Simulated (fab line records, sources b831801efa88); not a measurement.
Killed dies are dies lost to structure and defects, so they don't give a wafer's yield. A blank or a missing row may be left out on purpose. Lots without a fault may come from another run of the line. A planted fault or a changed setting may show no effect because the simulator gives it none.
Chamber matching | flow gf180mcu | GF_V3_CMP_26 on cmp-02: 4 sister chambers
The step polishes, stops on SiO2, t overpolish 15 s, target thk 0 nm. 8 wafers are shown with their chamber, then 8 later ones without.

WAFERS WITH THEIR CHAMBER
wafer  | chamber | motor_current_A (A) | time_to_endpoint_s (s)
L900.1 | 0       | 12.0                | 80
L900.6 | 1       | 11.8                | 78
L906.3 | 0       | 11.0                | 85
L906.5 | 2       | 10.8                | 83
L907.1 | 2       | 10.7                | 94
L907.2 | 3       | 11.6                | 90
L907.5 | 1       | 11.9                | 89
L918.1 | 3       | 12.4                | 92

WAFERS WITHOUT THEIR CHAMBER
wafer  | motor_current_A (A) | time_to_endpoint_s (s)
L918.4 | 11.8                | 89
L918.5 | 11.8                | 87
L919.1 | 11.9                | 90
L919.4 | 12.0                | 84
L919.6 | 11.7                | 87
L921.2 | 12.3                | 86
L921.4 | 10.7                | 88
L921.5 | 11.1                | 93

WHICH CHAMBER EACH WENT THROUGH
wafer  | from the rows above               | in truth
L918.4 | can't be placed: 3 or 1 or 0 or 2 | 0
L918.5 | can't be placed: 1 or 3 or 0 or 2 | 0
L919.1 | can't be placed: 3 or 1 or 0      | 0
L919.4 | can't be placed: 1 or 0 or 3      | 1
L919.6 | can't be placed: 1 or 0 or 3 or 2 | 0
L921.2 | can't be placed: 1 or 3 or 0      | 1
L921.4 | can't be placed: 2 or 0           | 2
L921.5 | can't be placed: 2 or 3 or 0 or 1 | 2
Placed correctly: 0 of 8. Can't be placed from these rows: 8 (the true chamber is among the candidates in 8). Placed wrongly: 0.
How it was worked out, from the rows above alone: a wafer's distance from a chamber is the root of the sum, over the readings, of the square of ((its reading less the chamber's mean) divided by the reading's scatter). The wafer belongs to the nearest chamber; if the next one is less than 2 further off, it can't be placed. A chamber's mean is the mean of its shown wafers. The scatter: the root of (the sum of the squares of (reading less its chamber's mean) over the shown wafers, divided by (wafers less chambers)).
